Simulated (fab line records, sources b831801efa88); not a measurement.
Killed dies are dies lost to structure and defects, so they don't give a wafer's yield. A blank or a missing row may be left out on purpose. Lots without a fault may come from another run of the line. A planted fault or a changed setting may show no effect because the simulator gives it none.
Which tool did it? | flow gf180mcu | 10 lots, 30 wafers sampled, at 4 steps of a route of 602

WHAT THE GAUGES READ, wafer by wafer
GF_V1_THK_MEAS_03. Usual: V1_CVD_02_THK 852 nm, standard deviation 11.
lot  | measured     | on            | V1_CVD_02_THK (nm) | flag
L232 | day 20 18:32 | film_metro-04 | 892 849 867        |
L234 | day 21 08:26 | film_metro-03 | 859 912 873        |
L239 | day 23 04:19 | film_metro-03 | 841 851 858        |
L242 | day 24 01:45 | film_metro-04 | 850 843 862        |
L241 | day 24 03:11 | film_metro-03 | 851 826 847        |
L243 | day 24 08:55 | film_metro-02 | 850 838 852        |
L244 | day 24 15:58 | film_metro-02 | 844 852 847        |
L245 | day 25 01:25 | film_metro-04 | 850 856 856        |
L246 | day 25 08:03 | film_metro-03 | 824 835 835        |
L247 | day 25 13:34 | film_metro-03 | 837 858 849        |

WHICH TOOL RAN EACH LOT (tool, then ch and the chambers of the sampled wafers, then the start)
lot  | GF_CONTACT_ETCH_16                 | GF_CONTACT_SPUTTER_23        | GF_V1_CVD_02
L232 | rie_diel-02 ch 1,2,3, day 19 15:03 | pvd_sputter-04, day 19 15:35 | pecvd-03 ch 0,1,2, day 20 18:28
L234 | rie_diel-04 ch 0,2, day 20 06:10   | pvd_sputter-01, day 20 06:41 | pecvd-03 ch 1,2, day 21 08:20
L239 | rie_diel-04 ch 0,1, day 22 03:02   | pvd_sputter-02, day 22 03:34 | pecvd-04 ch 0,1, day 23 04:14
L242 | rie_diel-02 ch 2,3, day 23 00:17   | pvd_sputter-04, day 23 00:49 | pecvd-03 ch 0,1,2, day 24 01:40
L241 | rie_diel-01 ch 0,1,3, day 23 02:19 | pvd_sputter-02, day 23 02:50 | pecvd-02 ch 0,2, day 24 03:07
L243 | rie_diel-04 ch 0,2,3, day 23 08:06 | pvd_sputter-04, day 23 08:37 | pecvd-03 ch 1,2, day 24 08:51
L244 | rie_diel-01 ch 2,3, day 23 15:26   | pvd_sputter-04, day 23 15:58 | pecvd-04 ch 0,1, day 24 15:53
L245 | rie_diel-04 ch 1,3, day 23 22:25   | pvd_sputter-01, day 23 22:56 | pecvd-02 ch 0,1,2, day 25 01:20
L246 | rie_diel-04 ch 0,1,3, day 24 10:30 | pvd_sputter-04, day 24 11:01 | pecvd-02 ch 0,1, day 25 07:58
L247 | rie_diel-02 ch 1,2, day 24 13:53   | pvd_sputter-04, day 24 14:25 | pecvd-02 ch 0,2, day 25 13:28
- GF_CONTACT_ETCH_16: etches BARC in N2/H2.
- GF_CONTACT_SPUTTER_23: material TiN, target thk 10 nm, time 40 s.
- GF_V1_CVD_02: deposits SiO2 from TEOS, target thk 850 nm, time 94.851 s.

WHAT THE TOOLS THEMSELVES READ (means of the sampled wafers that have a number; where no wafer has one, the mark that the record gives instead)
GF_CONTACT_ETCH_16. Usual: chamber_pressure_mTorr 29.999 mTorr, standard deviation 0.027; drypump_motor_current_A 5.9 A, standard deviation 0.33; oes_product_au 0.855 a.u., standard deviation 0.0051; throttle_valve_pct 13.224 %, standard deviation 0.0094.
lot  | tool        | chamber_pressure_mTorr (mTorr) | drypump_motor_current_A (A) | oes_product_au (a.u.) | throttle_valve_pct (%) | flag
L232 | rie_diel-02 | 29.990                         | 6.0                         | 0.859                 | 13.222                 |
L234 | rie_diel-04 | 29.996                         | 5.7                         | 0.856                 | 13.219                 |
L239 | rie_diel-04 | 30.035                         | 6.1                         | 0.857                 | 13.226                 |
L242 | rie_diel-02 | 29.994                         | 6.2                         | 0.852                 | 13.227                 |
L241 | rie_diel-01 | 30.012                         | 5.7                         | 0.861                 | 13.221                 |
L243 | rie_diel-04 | 30.004                         | 5.9                         | 0.856                 | 13.234                 |
L244 | rie_diel-01 | 30.008                         | 5.8                         | 0.853                 | 13.226                 |
L245 | rie_diel-04 | 29.995                         | 6.0                         | 0.858                 | 13.230                 |
L246 | rie_diel-04 | 29.995                         | 6.0                         | 0.854                 | 13.219                 |
L247 | rie_diel-02 | 30.010                         | 6.2                         | 0.861                 | 13.219                 |

GF_CONTACT_SPUTTER_23. Usual: throttle_valve_pct 30.0 %, standard deviation 1.4.
lot  | tool           | throttle_valve_pct (%) | flag
L232 | pvd_sputter-04 | 29.4                   |
L234 | pvd_sputter-01 | 29.5                   |
L239 | pvd_sputter-02 | 31.0                   |
L242 | pvd_sputter-04 | 30.6                   |
L241 | pvd_sputter-02 | 29.7                   |
L243 | pvd_sputter-04 | 30.6                   |
L244 | pvd_sputter-04 | 29.9                   |
L245 | pvd_sputter-01 | 28.5                   |
L246 | pvd_sputter-04 | 29.6                   |
L247 | pvd_sputter-04 | 29.9                   |

GF_V1_CVD_02. Usual: heater_power_w 641 W, standard deviation 85; run_length_s 122.8 s, standard deviation 0.6.
lot  | tool     | heater_power_w (W) | run_length_s (s) | flag
L232 | pecvd-03 | 736                | 124.1            |
L234 | pecvd-03 | 701                | 124.4            |
L239 | pecvd-04 | 703                | 121.9            |
L242 | pecvd-03 | 758                | 122.7            |
L241 | pecvd-02 | 545                | 123.5            |
L243 | pecvd-03 | 709                | 122.7            |
L244 | pecvd-04 | 613                | 122.2            |
L245 | pecvd-02 | 579                | 123.3            |
L246 | pecvd-02 | 613                | 122.9            |
L247 | pecvd-02 | 546                | 123.3            |

THE ANSWER, worked out from the rows above alone
Rule: a lot is off if the mean of its wafers that have a number lies more than 3 standard deviations from the usual mean. A lot without any number at a reading at which 4 lots or more have one is off too. The other lots that the step has rows for count as sound. The gauges are gone through in route order, then the tools' own readings, and for those a lot's mean is taken as printed above. The first step at which some lot is off is used, and at that step the reading that is off furthest; a lot without a number counts as furthest.
No lot is off at any reading shown: from this, nothing can be told.

WHAT THE SIMULATOR HAD PUT IN
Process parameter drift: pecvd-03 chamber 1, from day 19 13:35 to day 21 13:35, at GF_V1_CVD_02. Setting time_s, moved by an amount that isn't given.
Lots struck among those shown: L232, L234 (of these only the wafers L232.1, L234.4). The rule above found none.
